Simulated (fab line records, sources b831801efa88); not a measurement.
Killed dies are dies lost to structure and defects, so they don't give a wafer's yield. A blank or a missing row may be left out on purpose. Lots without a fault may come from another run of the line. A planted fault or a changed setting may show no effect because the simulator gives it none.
fab line records | flow sky130
record lots=5 wafers=15 last_day=50
route steps=708 shown VIA3@593 METAL4@598 CAP2M@603 PAD_OPEN@708
lots that met no fault: from a run of the same line without faults
start_h: hours from the record's first day to the start of the lot's first wafer shown | wait_h: hours since the lot's step before | " the same as in the row above | L1.1+2: a row that stands for several wafers | - no value, or no start given | * or withheld: withheld | < > ~ a bound
route shown NAME@n: a module of which the file shows steps, and the number in the route of the first | usual: mean/standard deviation of fault-free wafers | same: alike in all rows | chamber/n: place in a boat | sites: the reading at each site | _std_site: their standard deviation | _edge_site: outer sites' mean less inner sites' | radius_mm: how far each site lies from the wafer's centre | mask NAME#n: copy n | behind: the tool/chamber that last shaped the wafer | hold: why the lot was held/for how many hours/how that ended | device: the transistor (n, p or np) that didn't switch | end of line: the same wafers' tests at the end of the route | a step without rows: its recipe alone | killed: dies lost to structure and defects at the first sort, not the wafer's yield | map: a wafer's dies, x killed, . not, _ none there
set.NAME: the setting as run; set.NAME@STEP: as run at that earlier step | model.NAME: the simulator's own value behind a step, which no gauge read
lots at some steps of the route; a table a step, a row a wafer
services: from which hour (start_h, from the record's first day; less than 0 if before it) a tool's chamber was out of use, for how many hours, and why
## steps
# step SKY_VIA3_SPUTTER_20
# recipe material=TiN target_thk_nm=20 chamber_pressure_pa=5 power_w=4000 time_s=80
# usual cathode_dc_power_W=3999.9/0.73 chamber_pressure_pa=5.000/0.01 throttle_valve_pct=30.2/0.68
# columns lot.wafer tool chamber start_h wait_h cathode_dc_power_W chamber_pressure_pa throttle_valve_pct
L329.1 pvd_sputter-01 - 941.38 0.0 3999.5 5.030 31.3
L329.3 " - " " 4001.0 5.008 29.9
L329.4 " - " " 3999.4 5.020 31.4
L340.4 pvd_sputter-03 - 1017.03 0.0 4000.7 5.008 29.3
L340.5 " - " " 3999.6 5.001 30.1
L340.6 " - " " 4001.2 4.998 30.0
L342.3 pvd_sputter-02 - 1036.77 0.0 3999.6 5.010 29.6
L342.5 " - " " 3999.2 5.008 30.2
L342.6 " - " " 3999.5 5.000 29.6
L346.3 pvd_sputter-03 - 1051.32 0.0 4000.7 4.992 29.4
L346.4 " - " " 3999.6 4.996 30.2
L346.6 " - " " 4000.9 4.996 30.6
L350.1 pvd_sputter-02 - 1073.18 0.0 3999.9 5.010 29.9
L350.3 " - " " 4000.2 5.009 29.5
L350.6 " - " " 3998.9 4.996 29.7
# step SKY_VIA3_CVD_21
# recipe material=W target_thk_nm=390 time_s=117.31 temp_c=400 pressure_torr=40
# step SKY_VIA3_RS_MEAS_22
# recipe thk_meas_gauge=four-point-probe reads=W_of_VIA3_CVD_21+TiN_of_VIA3_SPUTTER_20
# usual VIA3_W_RS=0.294/0.0039
# columns lot.wafer tool chamber start_h wait_h VIA3_W_RS[ohm/sq]
L329.1 film_metro-04 - 941.56 0.1 0.290
L329.3 " - " " 0.297
L329.4 " - " " 0.290
L340.4 film_metro-01 - 1017.27 0.1 0.289
L340.5 " - " " 0.290
L340.6 " - " " 0.287
L342.3 film_metro-01 - 1036.99 0.1 0.296
L342.5 " - " " 0.294
L342.6 " - " " 0.295
L346.3 film_metro-01 - 1051.54 0.1 0.293
L346.4 " - " " 0.292
L346.6 " - " " 0.295
L350.1 film_metro-03 - 1073.36 0.1 0.297
L350.3 " - " " 0.298
L350.6 " - " " 0.296
# step SKY_VIA3_THK_MEAS_23
# recipe thk_meas_gauge=xrf reads=W_of_VIA3_CVD_21
# usual VIA3_W_THK=376/6.1
# columns lot.wafer tool chamber start_h wait_h VIA3_W_THK[nm]
L329.1 film_metro-04 - 941.68 0.1 374
L329.3 " - " " 364
L329.4 " - " " 372
L340.4 film_metro-01 - 1017.36 0.1 384
L340.5 " - " " 380
L340.6 " - " " 388
L342.3 film_metro-01 - 1037.09 0.1 372
L342.5 " - " " 377
L342.6 " - " " 372
L346.3 film_metro-01 - 1051.64 0.1 371
L346.4 " - " " 376
L346.6 " - " " 373
L350.1 film_metro-03 - 1073.48 0.1 374
L350.3 " - " " 371
L350.6 " - " " 377
# step SKY_VIA3_CMP_24
# recipe stop_on=SiO2 t_overpolish_s=20 down_force_psi=3.5 platen_rpm=60 target_thk_nm=0 pad_velocity_m_s=0.94248
# usual motor_current_A=11.3/1.5 overpolish_run_s=20.000/0.009 time_to_endpoint_s=93/5.8
# columns lot.wafer tool chamber start_h wait_h motor_current_A overpolish_run_s time_to_endpoint_s
L329.4 cmp-01 3 941.74 0.0 9.0 20.007 88
L329.3 " 0 " " 11.4 20.002 86
L329.1 " 1 " " 12.4 19.995 93
L340.4 cmp-02 3 1017.54 0.2 14.0 19.994 101
L340.5 " 0 " " 10.2 20.002 95
L340.6 " 1 " " 10.8 19.993 102
L342.3 cmp-01 2 1037.18 0.1 12.5 19.997 89
L342.5 " 1 " " 12.7 19.991 88
L342.6 " 2 " " 12.7 20.007 91
L346.4 cmp-01 3 1051.73 0.1 9.0 19.994 88
L346.3 " 0 " " 11.2 20.010 89
L346.6 " 2 " " 13.0 19.998 96
L350.3 cmp-02 3 1073.54 0.0 12.8 20.012 103
L350.1 " 1 " " 10.3 19.986 104
L350.6 " 3 " " 13.3 20.005 101
# step SKY_METAL4_SPUTTER_00
# recipe material=Ti target_thk_nm=15 power_w=3000 time_s=10 chamber_pressure_pa=0.4
# step SKY_METAL4_SPUTTER_01
# recipe material=TiN target_thk_nm=20 power_w=6500 time_s=16.7 chamber_pressure_pa=0.4
# usual cathode_dc_power_W=6500.1/1.1 chamber_pressure_pa=0.4000/0.00079 throttle_valve_pct=30.2/1.2
# columns lot.wafer tool chamber start_h wait_h cathode_dc_power_W chamber_pressure_pa throttle_valve_pct
L329.1 pvd_sputter-04 - 942.06 0.0 6502.1 0.3994 29.8
L329.3 " - " " 6499.6 0.3998 30.4
L329.4 " - " " 6500.2 0.4021 27.3
L340.4 pvd_sputter-01 - 1017.71 0.0 6499.5 0.4004 31.3
L340.5 " - " " 6499.3 0.3998 30.1
L340.6 " - " " 6499.2 0.4010 30.8
L342.3 pvd_sputter-01 - 1037.45 0.0 6501.0 0.3996 31.3
L342.5 " - " " 6501.4 0.3994 29.9
L342.6 " - " " 6498.4 0.3988 30.8
L346.3 pvd_sputter-04 - 1052.00 0.0 6499.8 0.4012 30.8
L346.4 " - " " 6499.3 0.3997 27.2
L346.6 " - " " 6499.9 0.4000 31.1
L350.1 pvd_sputter-01 - 1073.86 0.0 6500.9 0.3991 30.9
L350.3 " - " " 6499.0 0.4008 30.0
L350.6 " - " " 6499.3 0.3999 31.3
# step SKY_METAL4_SPUTTER_02
# recipe material=AlCu target_thk_nm=735 power_w=10600 time_s=39.1 chamber_pressure_pa=0.4
# step SKY_METAL4_SPUTTER_03
# recipe material=Ti target_thk_nm=5 power_w=3000 time_s=3.3 chamber_pressure_pa=0.4
# step SKY_METAL4_SPUTTER_04
# recipe material=TiN target_thk_nm=70 power_w=6500 time_s=58.3 chamber_pressure_pa=0.4
# step SKY_CAP2M_CVD_00
# recipe material=SiO2 target_thk_nm=15.5 temp_c=400 time_s=withheld rf_w=450
# step SKY_CAP2M_THK_MEAS_01
# recipe reads=SiO2_of_CAP2M_CVD_00
# usual CAP2M_CVD_00_THK=15.60/0.27
# columns lot.wafer tool chamber start_h wait_h CAP2M_CVD_00_THK[nm]
L329.1 film_metro-04 - 942.23 - 15.17
L329.3 " - " " 15.74
L329.4 " - " " 15.23
L340.4 film_metro-03 - 1017.90 - 15.46
L340.5 " - " " 15.42
L340.6 " - " " 15.84
L342.3 film_metro-02 - 1037.63 - 15.12
L342.5 " - " " 15.73
L342.6 " - " " 15.62
L346.3 film_metro-03 - 1052.18 - 15.31
L346.4 " - " " 15.59
L346.6 " - " " 15.34
L350.1 film_metro-03 - 1074.02 - 15.31
L350.3 " - " " 15.40
L350.6 " - " " 15.63
# step SKY_CAP2M_SPUTTER_02
# recipe material=TiN target_thk_nm=200 temp_c=300 power_w=6500 time_s=166.7 chamber_pressure_pa=0.4
# usual cathode_dc_power_W=6500.0/1.1 chamber_pressure_pa=0.4001/0.00075 throttle_valve_pct=30.2/1.1
# columns lot.wafer tool chamber start_h wait_h cathode_dc_power_W chamber_pressure_pa throttle_valve_pct model.TiN_of_CAP2M_SPUTTER_02.thk_nm
L329.1 pvd_sputter-01 - 942.29 0.1 6501.4 0.4003 29.9 197.3
L329.3 " - " " 6498.8 0.4011 31.5 199.9
L329.4 " - " " 6501.3 0.4006 31.3 198.3
L340.4 pvd_sputter-03 - 1017.93 0.0 6501.3 0.3991 30.0 192.8
L340.5 " - " " 6500.2 0.4003 29.6 196.9
L340.6 " - " " 6499.5 0.4011 29.3 197.2
L342.3 pvd_sputter-04 - 1037.67 0.0 6499.2 0.3992 31.3 202.5
L342.5 " - " " 6499.1 0.3997 27.6 201.6
L342.6 " - " " 6501.3 0.3986 31.3 201.9
L346.3 pvd_sputter-01 - 1052.22 0.0 6218.8 0.4001 30.8 196.4
L346.4 " - " " 6500.2 0.4011 31.3 203
L346.6 " - " " 6497.5 0.3996 31.1 203.3
L350.1 pvd_sputter-04 - 1074.08 0.1 6498.9 0.4007 31.4 198
L350.3 " - " " 6501.3 0.4000 30.9 199.5
L350.6 " - " " 6499.4 0.4004 31.3 200.1
# step SKY_CAP2M_RS_MEAS_03
# recipe thk_meas_gauge=four-point-probe reads=TiN_of_CAP2M_SPUTTER_02
# usual CAP2M_TIN_RS=6.93/0.082
# columns lot.wafer tool chamber start_h wait_h CAP2M_TIN_RS[ohm/sq]
L329.1 film_metro-02 - 942.40 0.1 7.01
L329.3 " - " " 6.92
L329.4 " - " " 6.99
L340.4 film_metro-02 - 1018.09 0.1 7.16
L340.5 " - " " 7.01
L340.6 " - " " 7.00
L342.3 film_metro-04 - 1037.82 0.1 6.82
L342.5 " - " " 6.85
L342.6 " - " " 6.83
L346.3 film_metro-04 - 1052.37 0.1 7.03
L346.4 " - " " 6.79
L346.6 " - " " 6.79
L350.1 film_metro-04 - 1074.18 0.1 6.99
L350.3 " - " " 6.94
L350.6 " - " " 6.91
# step SKY_CAP2M_THK_MEAS_04
# recipe thk_meas_gauge=xrf reads=TiN_of_CAP2M_SPUTTER_02
# usual CAP2M_TIN_THK=196.9/2.4
# columns lot.wafer tool chamber start_h wait_h CAP2M_TIN_THK[nm]
L329.1 film_metro-02 - 942.52 0.1 195.5
L329.3 " - " " 197.7
L329.4 " - " " 195.0
L340.4 film_metro-02 - 1018.18 0.1 191.1
L340.5 " - " " 195.4
L340.6 " - " " 195.2
L342.3 film_metro-04 - 1037.92 0.1 200.3
L342.5 " - " " 199.4
L342.6 " - " " 199.1
L346.3 film_metro-04 - 1052.47 0.1 194.6
L346.4 " - " " 200.3
L346.6 " - " " 200.4
L350.1 film_metro-04 - 1074.30 0.1 195.7
L350.3 " - " " 197.5
L350.6 " - " " 198.3
# step SKY_CAP2M_DEHYDRATE_05
# recipe temp_c=200 time_s=60
# step SKY_CAP2M_HMDS_06
# recipe prime_time_s=60 prime_temp_c=120
# step SKY_CAP2M_COAT_07
# recipe resist=NOVOLAK spin_rpm=3000 resist_thk_nm=1140
# step SKY_CAP2M_SOFTBAKE_08
# recipe temp_c=90 time_s=60 resist=NOVOLAK
# step SKY_CAP2M_EXPOSE_09
# recipe mask_id=CAP2M na=0.6 source_shape=conventional sigma_outer=0.6 polarization=unpolarized target_cd_nm=1000 dose_mj=159
# step SKY_CAP2M_PEB_10
# recipe temp_c=withheld time_s=* resist=NOVOLAK
# step SKY_CAP2M_DEVELOP_11
# recipe resist=NOVOLAK developer=TMAH develop_time_s=60 dev_temp_c=23
# step SKY_CAP2M_OVL_MEAS_12
# usual CAP2M_OVL=1.1/1.4
# columns lot.wafer tool chamber start_h wait_h CAP2M_OVL[nm]
L329.1 overlay-02 - 966.33 0.1 -1.2
L329.3 " - " " 1.0
L329.4 " - " " -0.6
L340.4 overlay-01 - 1040.84 0.1 -0.1
L340.5 " - " " 1.4
L340.6 " - " " 3.1
L342.3 overlay-02 - 1059.54 0.1 0.8
L342.5 " - " " 1.7
L342.6 " - " " 2.6
L346.3 overlay-02 - 1074.04 0.1 0.1
L346.4 " - " " 1.3
L346.6 " - " " 1.5
L350.1 overlay-02 - 1095.17 0.1 1.7
L350.3 " - " " 0.2
L350.6 " - " " 1.8
# step SKY_CAP2M_METAL_ETCH_13
# recipe target_depth_nm=220 stop_on=SiO2 chemistry=Cl2/BCl3 target=TiN pressure_mtorr=10 icp_w=900 bias_w=48.5 Cl2_flow_sccm=60 bcl3_flow_sccm=30 time_s=62.9
# usual bias_w=48.53/0.14 drypump_motor_current_A=5.94/0.24 oes_product_au=0.939/0.0079 throttle_valve_pct=21.903/0.0095
# columns lot.wafer tool chamber start_h wait_h bias_w drypump_motor_current_A oes_product_au rf_hours_counter_h throttle_valve_pct model.etch.depth_nm model.CAP2M.feature_depth_nm
L329.1 rie_metal-04 1 966.36 0.0 48.68 5.63 0.933 8 21.910 197.3 197.3
L329.3 " 1 " " 48.55 5.63 0.941 - 21.886 199.9 199.9
L329.4 " 0 " " 48.46 5.81 0.936 - 21.892 198.3 198.3
L340.4 rie_metal-01 1 1040.88 0.0 48.55 6.07 0.917 - 21.906 192.8 192.8
L340.5 " 1 " " 48.52 6.09 0.940 - 21.913 196.9 196.9
L340.6 " 0 " " 48.41 6.28 0.933 - 21.913 197.2 197.2
L342.3 rie_metal-01 0 1059.59 0.0 48.47 6.26 0.946 - 21.899 202.5 202.5
L342.5 " 0 " " 48.67 6.26 0.950 - 21.894 201.6 201.6
L342.6 " 1 " " 48.63 6.09 0.939 - 21.896 201.9 201.9
L346.3 rie_metal-03 0 1074.09 0.0 48.29 6.00 0.930 - 21.906 196.4 196.4
L346.4 " 1 " " 48.55 5.62 0.944 - 21.894 203 203
L346.6 " 1 " " 48.46 5.62 0.946 - 21.897 203.3 203.3
L350.1 rie_metal-04 1 1095.20 0.0 48.59 5.61 0.934 14 21.920 198 198
L350.3 " 1 " " 48.57 5.63 0.933 - 21.892 199.5 199.5
L350.6 " 1 " " 48.47 5.62 0.943 - 21.920 200.1 200.1
# step SKY_CAP2M_STRIP_14
# recipe chemistry=O2/N2 power_w=1400 pressure_mtorr=1500 platen_temp_c=withheld o2_flow_sccm=3000 n2_flow_sccm=300 overash_fraction=0.5
# step SKY_CAP2M_STRIP_15
# recipe chemistry=post_etch_residue_remover time_s=1200 temp_c=72.5
# step SKY_CAP2M_CLEAN_16
# recipe chemistry=IPA time_s=180 temp_c=25
# step SKY_CAP2M_CLEAN_17
# recipe chemistry=O3/DIW dry=n2_spin
# step SKY_METAL4_DEHYDRATE_05
# recipe temp_c=200 time_s=60
# step SKY_METAL4_HMDS_06
# recipe prime_time_s=60 prime_temp_c=120
# step SKY_METAL4_COAT_07
# recipe resist=BARC temp_c=withheld time_s=withheld spin_rpm=3000 resist_thk_nm=60
# step SKY_METAL4_COAT_08
# recipe resist=KrF-thick spin_rpm=3000 resist_thk_nm=1140
# step SKY_METAL4_SOFTBAKE_09
# recipe temp_c=100 time_s=90 resist=KrF-thick
# step SKY_METAL4_EXPOSE_10
# recipe mask_id=MM4 na=0.68 source_shape=annular sigma_inner=0.4 sigma_outer=0.8 target_cd_nm=300 dose_mj=28
# step SKY_METAL4_PEB_11
# recipe peb_temp_c=withheld peb_time_s=withheld resist=KrF-thick
# step SKY_METAL4_DEVELOP_12
# recipe develop_time_s=60 resist=KrF-thick dev_temp_c=21
# step SKY_METAL4_CD_MEAS_13
# recipe target_cd_nm=300
# usual cd_nm=299.8/1.4
# columns lot.wafer tool chamber start_h wait_h cd_nm
L329.1 cd_sem-02 - 990.48 - 300.0
L329.3 " - " " 301.2
L329.4 " - " " 299.2
L340.4 cd_sem-02 - 1063.94 - 299.9
L340.5 " - " " 298.3
L340.6 " - " " 299.8
L342.3 cd_sem-02 - 1081.62 - 298.4
L342.5 " - " " 298.1
L342.6 " - " " 298.8
L346.3 cd_sem-01 - 1095.47 - 301.6
L346.4 " - " " 301.3
L346.6 " - " " 300.5
L350.1 cd_sem-02 - 1114.78 - 298.8
L350.3 " - " " 298.2
L350.6 " - " " 299.1
# step SKY_METAL4_OVL_MEAS_14
# usual METAL4_OVL=2/4.5
# columns lot.wafer tool chamber start_h wait_h METAL4_OVL[nm]
L329.1 overlay-02 - 990.60 0.1 0
L329.3 " - " " 1
L329.4 " - " " 3
L340.4 overlay-02 - 1064.02 0.1 11
L340.5 " - " " 2
L340.6 " - " " 9
L342.3 overlay-02 - 1081.71 0.1 4
L342.5 " - " " 5
L342.6 " - " " 0
L346.3 overlay-01 - 1095.56 0.1 1
L346.4 " - " " 3
L346.6 " - " " 4
L350.1 overlay-01 - 1114.90 0.1 -6
L350.3 " - " " -9
L350.6 " - " " -2
# step SKY_METAL4_DESCUM_15
# recipe chemistry=O2 source_power_w=150 bias_power_w=0 pressure_mtorr=10 temp_c=40 time_s=8
# step SKY_METAL4_ETCH_16
# recipe chemistry=N2/H2 target=BARC ion_energy_ev=200 bias_w=100 pressure_mtorr=30 n2_flow_sccm=100 h2_flow_sccm=200 icp_w=500 stop_on=SiO2 time_s=88.2 target_depth_a=600
# usual bias_w=100.01/0.28 drypump_motor_current_A=6.0/0.33 oes_product_au=0.626/0.0048 throttle_valve_pct=13.205/0.0093
# columns lot.wafer tool chamber start_h wait_h bias_w drypump_motor_current_A oes_product_au rf_hours_counter_h throttle_valve_pct
L329.1 rie_metal-02 0 990.70 0.1 99.70 6.5 0.619 12 13.217
L329.3 " 0 " " 100.10 6.5 0.615 - 13.211
L329.4 " 0 " " 99.84 6.6 0.627 - 13.205
L340.4 rie_metal-04 0 1064.10 0.0 100.15 5.8 0.619 - 13.206
L340.5 " 0 " " 100.12 5.8 0.634 - 13.200
L340.6 " 1 " " 100.07 5.7 0.623 - 13.224
L342.3 rie_metal-04 0 1081.80 0.0 100.25 5.8 0.625 - 13.203
L342.5 " 1 " " 100.18 5.6 0.628 - 13.197
L342.6 " 0 " " 99.76 5.8 0.631 - 13.204
L346.3 rie_metal-02 0 1095.65 0.0 100.43 6.5 0.626 - 13.215
L346.4 " 1 " " 99.62 6.1 0.627 - 13.229
L346.6 " 1 " " 99.52 6.1 0.626 - 13.211
L350.1 rie_metal-02 1 1114.96 0.0 100.40 6.1 0.632 13 13.213
L350.3 " 0 " " 99.65 6.5 0.632 - 13.202
L350.6 " 0 " " 99.38 6.5 0.624 - 13.203
# step SKY_METAL4_ETCH_17
# recipe target=SiO2 stop_on=TiN chemistry=C4F8/O2/Ar source_w=1500 bias_w=1200 pressure_mtorr=40 c4f8_flow_sccm=withheld O2_flow_sccm=6 Ar_flow_sccm=300 time_s=3.9 target_depth_a=150
# step SKY_METAL4_METAL_ETCH_18
# recipe target_depth_a=8450 stop_on=SiO2 over_etch_frac=0.3 time_s=183.1 chemistry=Cl2/BCl3 resist_sidewall_deg=88 pressure_mtorr=10 icp_w=900 bias_w=48.5 Cl2_flow_sccm=60 bcl3_flow_sccm=30
# usual bias_w=48.49/0.14 drypump_motor_current_A=6.13/0.25 oes_product_au=0.864/0.0071 throttle_valve_pct=22.265/0.0088
# columns lot.wafer tool chamber start_h wait_h bias_w drypump_motor_current_A oes_product_au rf_hours_counter_h throttle_valve_pct
L329.1 rie_metal-04 0 990.91 0.0 48.56 5.81 0.875 14 22.263
L329.3 " 0 " " 48.46 5.80 0.855 - 22.260
L329.4 " 1 " " 48.28 5.63 0.874 - 22.276
L340.4 rie_metal-02 0 1064.25 0.1 48.58 6.51 0.849 - 22.260
L340.5 " 0 " " 48.60 6.51 0.859 - 22.274
L340.6 " 1 " " 48.58 6.10 0.866 - 22.270
L342.3 rie_metal-01 1 1081.94 0.1 48.55 6.04 0.862 - 22.260
L342.5 " 0 " " 48.33 6.27 0.863 - 22.268
L342.6 " 1 " " 48.35 6.03 0.854 - 22.255
L346.3 rie_metal-01 0 1095.79 0.1 48.41 6.29 0.850 - 22.246
L346.4 " 1 " " 48.65 6.04 0.876 - 22.273
L346.6 " 0 " " 48.48 6.26 0.859 - 22.275
L350.1 rie_metal-01 0 1115.08 0.0 48.28 6.29 0.861 27 22.273
L350.3 " 0 " " 48.08 6.27 0.867 - 22.255
L350.6 " 0 " " 48.48 6.26 0.861 - 22.283
# step SKY_METAL4_STRIP_20
# recipe chemistry=post_etch_residue_remover time_s=1200 temp_c=72.5
# usual bath_heat_duty_pct=14.6/1.7
# columns lot.wafer tool chamber start_h wait_h bath_heat_duty_pct model.TiN_of_CAP2M_SPUTTER_02.thk_nm
L329.1 wet_bench-03 1 991.19 0.1 14.3 196.5
L329.3 " 1 " " 15.5 199.1
L329.4 " 1 " " 15.2 197.4
L340.4 wet_bench-04 2 1064.47 0.0 18.6 192
L340.5 " 2 " " 17.4 196.1
L340.6 " 2 " " 17.5 196.4
L342.3 wet_bench-03 0 1082.16 0.0 12.5 201.7
L342.5 " 0 " " 12.3 200.8
L342.6 " 0 " " 10.6 201
L346.3 wet_bench-02 3 1096.01 0.0 15.6 195.6
L346.4 " 3 " " 12.9 202.1
L346.6 " 3 " " 13.0 202.5
L350.1 wet_bench-04 2 1115.36 0.1 17.1 197.2
L350.3 " 2 " " 17.3 198.7
L350.6 " 2 " " 18.4 199.2
# step SKY_PAD_OPEN_PROBE_99
# usual defect_limited_yield=82.5/1.9 killed_at_M0_to_M3=43/6.4 killed_at_M4_up=2.9/1.7 killed_at_contacts=24/5 killed_at_front_end=15/4 killed_at_other=0.4/0.62 killed_dies=86/9.3 killed_on_rim=17/3.5 killed_open=47/6.8 killed_short=38/5.8 sort_bin_3_pad_short=0.9/0.42 sort_bin_5_function=10.3/1.5 sort_bin_6_memory=6.3/1.1 sort_n_pass=406/9.3 sort_yield_pct=82.5/1.9
# same gross_dies=492 killed_at_back_side=0 sort_bin_4_leakage[%]=0 sort_bin_8_speed[%]=0
# columns lot.wafer tool chamber start_h wait_h defect_limited_yield[%] killed_at_M0_to_M3 killed_at_M4_up killed_at_contacts killed_at_front_end killed_at_other killed_dies killed_on_rim killed_open killed_short sort_bin_3_pad_short[%] sort_bin_5_function[%] sort_bin_6_memory[%] sort_n_pass sort_yield_pct[%] model.etest.cap_mim2.plate_ohm_sq
L329.1 prober-02 - 1085.80 0.1 83.5 37 4 21 19 0 81 18 42 39 0.8 8.7 6.9 411 83.5 6.123
L329.4 prober-02 - 1085.95 0.2 82.5 42 0 35 9 0 86 17 55 29 1.0 10.2 6.3 406 82.5 6.046
L340.4 prober-02 - 1150.49 0.2 82.9 38 8 23 15 0 84 15 51 33 0.2 10.2 6.7 408 82.9 6.226
L340.5 prober-02 - 1150.54 0.2 83.1 42 1 18 21 1 83 13 49 34 0.8 10.0 6.1 409 83.1 6.116
L340.6 prober-02 - 1150.59 0.2 82.7 42 2 23 18 0 85 18 43 41 0.2 11.6 5.5 407 82.7 6.062
L342.3 prober-02 - 1165.75 0.2 80.7 52 4 24 15 0 95 17 56 39 0.4 12.8 6.1 397 80.7 5.889
L342.5 prober-02 - 1165.85 0.2 79.7 54 5 24 17 0 100 15 49 51 1.0 12.2 7.1 392 79.7 5.95
L342.6 prober-02 - 1165.90 0.2 80.9 41 6 32 15 0 94 21 45 49 0.4 9.6 9.1 398 80.9 5.951
L346.3 prober-02 - 1177.10 0.2 84.6 29 2 32 13 0 76 16 42 34 2.2 7.5 5.7 416 84.6 6.072
L346.4 prober-02 - 1177.15 0.2 82.7 40 6 26 13 0 85 18 48 37 0.6 9.3 7.3 407 82.7 5.888
L346.6 prober-02 - 1177.25 0.2 82.7 46 4 18 17 0 85 16 53 32 0.4 10.4 6.5 407 82.7 5.936
L350.1 prober-02 - 1191.36 0.1 80.7 47 3 36 8 1 95 15 49 46 1.4 13.0 4.9 397 80.7 6.021
L350.3 prober-02 - 1191.46 0.2 83.7 41 2 18 19 0 80 10 47 33 1.2 9.6 5.5 412 83.7 6.015
L350.6 prober-02 - 1191.61 0.2 82.5 51 0 24 11 0 86 16 53 33 0.8 9.3 7.3 406 82.5 6.018
# killed by level:class
L329.1 CONTACT:geometric_particle:open=8 VIA2:geometric_particle:open=8 FIELD_ISO:geometric_particle:open=6 VIA1:geometric_particle:open=6 LOCAL_INTERCONNECT:geometric_particle:short=5 VIA3:geometric_particle:open=5 CONTACT:geometric_particle:short=4 METAL1:geometric_particle:short=4
L329.4 VIA1:geometric_particle:open=13 LI_CONTACT:geometric_particle:open=12 CONTACT:geometric_particle:open=11 CONTACT:geometric_particle:short=6 METAL1:geometric_particle:short=5 VIA2:geometric_particle:open=5 VIA3:geometric_particle:open=5 LI_CONTACT:geometric_particle:short=3
L340.4 CONTACT:geometric_particle:open=10 VIA1:geometric_particle:open=8 VIA3:geometric_particle:open=7 FIELD_ISO:geometric_particle:open=5 VIA2:geometric_particle:short=5 METAL2:geometric_particle:short=4 LI_CONTACT:geometric_particle:open=4 METAL1:geometric_particle:short=4
L340.5 CONTACT:geometric_particle:open=9 VIA3:geometric_particle:open=9 FIELD_ISO:geometric_particle:open=7 VIA1:geometric_particle:open=7 VIA2:geometric_particle:open=7 FIELD_ISO:geometric_particle:short=5 METAL3:geometric_particle:short=5 METAL2:geometric_particle:short=5
L340.6 CONTACT:geometric_particle:open=9 VIA1:geometric_particle:open=9 METAL2:geometric_particle:short=7 FIELD_ISO:geometric_particle:short=6 VIA3:geometric_particle:open=6 VIA2:geometric_particle:open=6 METAL1:geometric_particle:short=5 POLY_GATE:geometric_particle:short=4
L342.3 VIA1:geometric_particle:open=14 CONTACT:geometric_particle:open=10 FIELD_ISO:geometric_particle:short=7 METAL1:geometric_particle:short=7 LI_CONTACT:geometric_particle:open=6 METAL2:geometric_particle:short=6 CONTACT:geometric_particle:short=5 FIELD_ISO:geometric_particle:open=4
L342.5 VIA2:geometric_particle:open=9 CONTACT:geometric_particle:open=8 METAL1:geometric_particle:short=8 VIA1:geometric_particle:short=6 VIA1:geometric_particle:open=6 FIELD_ISO:geometric_particle:open=5 FIELD_ISO:geometric_particle:short=5 METAL3:geometric_particle:short=5
L342.6 VIA1:geometric_particle:open=14 CONTACT:geometric_particle:open=10 FIELD_ISO:geometric_particle:short=8 LI_CONTACT:geometric_particle:short=8 LI_CONTACT:geometric_particle:open=6 LOCAL_INTERCONNECT:geometric_particle:short=5 METAL1:geometric_particle:short=5 VIA1:geometric_particle:short=4
L346.3 CONTACT:geometric_particle:open=14 VIA1:geometric_particle:open=8 FIELD_ISO:geometric_particle:short=6 CONTACT:geometric_particle:short=6 LOCAL_INTERCONNECT:geometric_particle:short=5 VIA3:geometric_particle:open=5 LI_CONTACT:geometric_particle:open=4 METAL2:geometric_particle:open=4
L346.4 CONTACT:geometric_particle:open=12 VIA1:geometric_particle:open=7 METAL1:geometric_particle:short=6 VIA3:geometric_particle:open=6 FIELD_ISO:geometric_particle:open=5 LI_CONTACT:geometric_particle:open=5 VIA2:geometric_particle:open=5 METAL3:geometric_particle:short=5
L346.6 VIA2:geometric_particle:open=14 VIA3:geometric_particle:open=8 CONTACT:geometric_particle:open=6 VIA1:geometric_particle:open=5 FIELD_ISO:geometric_particle:open=4 POLY_GATE:geometric_particle:short=4 CONTACT:geometric_particle:short=4 VIA2:geometric_particle:short=4
L350.1 VIA1:geometric_particle:open=13 LOCAL_INTERCONNECT:geometric_particle:short=10 CONTACT:geometric_particle:short=10 CONTACT:geometric_particle:open=8 LI_CONTACT:geometric_particle:open=6 VIA2:geometric_particle:open=6 VIA3:geometric_particle:open=6 METAL1:geometric_particle:short=5
L350.3 VIA1:geometric_particle:open=10 CONTACT:geometric_particle:open=8 POLY_GATE:geometric_particle:open=6 LOCAL_INTERCONNECT:geometric_particle:short=6 VIA2:geometric_particle:open=5 VIA3:geometric_particle:open=5 METAL1:geometric_particle:short=5 FIELD_ISO:geometric_particle:open=4
L350.6 VIA1:geometric_particle:open=14 CONTACT:geometric_particle:open=11 VIA1:geometric_particle:short=8 LI_CONTACT:geometric_particle:open=8 VIA2:geometric_particle:open=7 METAL2:geometric_particle:short=5 METAL1:geometric_particle:short=5 VIA3:geometric_particle:open=5
## services
# columns tool chamber start_h hours kind
pvd_sputter-01 1 929.55 - consumable_replace:kit
pvd_sputter-01 1 929.55 18.0 scheduled_down
rie_metal-03 1 975.72 3.4 repair
cmp-02 - 976.87 3.3 repair
rie_metal-02 1 989.84 4.6 repair
cmp-01 - 990.75 6.4 repair
rie_metal-03 0 1003.19 18.2 repair
cmp-01 - 1004.84 1.1 repair
rie_metal-01 - 1020.90 1.2 repair
pvd_sputter-03 - 1021.75 1.5 repair
pvd_sputter-03 - 1028.50 13.4 repair
cmp-01 - 1034.85 2.1 repair
rie_metal-03 - 1045.46 4.3 pm
rie_metal-02 - 1045.51 2.8 pm
rie_metal-04 - 1048.26 15.6 pm
rie_metal-02 - 1051.73 2.5 repair
cmp-01 - 1066.55 1.3 repair
pvd_sputter-02 - 1067.34 2.3 repair
cmp-02 - 1085.56 2.8 repair
cmp-02 - 1091.43 4.0 pm
pvd_sputter-03 - 1092.90 6.0 repair
cmp-01 - 1102.11 4.0 pm
pvd_sputter-02 - 1105.53 2.6 repair
rie_metal-01 - 1109.50 0.3 repair
## key
first_sign step=SKY_CAP2M_SPUTTER_02 reading=cathode_dc_power_W direction=down sigmas=99+ usual=6500.0 struck=6218.8
effect none on later readings
model_effect step=SKY_CAP2M_SPUTTER_02 value=TiN_of_CAP2M_SPUTTER_02.thk_nm without=205.1 struck=196.4
model_effect step=SKY_CAP2M_METAL_ETCH_13 value=etch.depth_nm without=205.1 struck=196.4
model_effect step=SKY_METAL4_STRIP_20 value=TiN_of_CAP2M_SPUTTER_02.thk_nm without=204.2 struck=195.6
model_effect step=SKY_PAD_OPEN_PROBE_99 value=etest.cap_mim2.plate_ohm_sq without=5.817 struck=6.072
met_at SKY_CAP2M_SPUTTER_02
struck_wafers L346.3
fault kind=process_parameter_drift tool=pvd_sputter-01 chamber=- onset_h=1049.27 steps=SKY_CAP2M_SPUTTER_02 channel=power_w offset=* shape=step end_h=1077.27 acts_in=* stated=* scope=struck_wafers_only
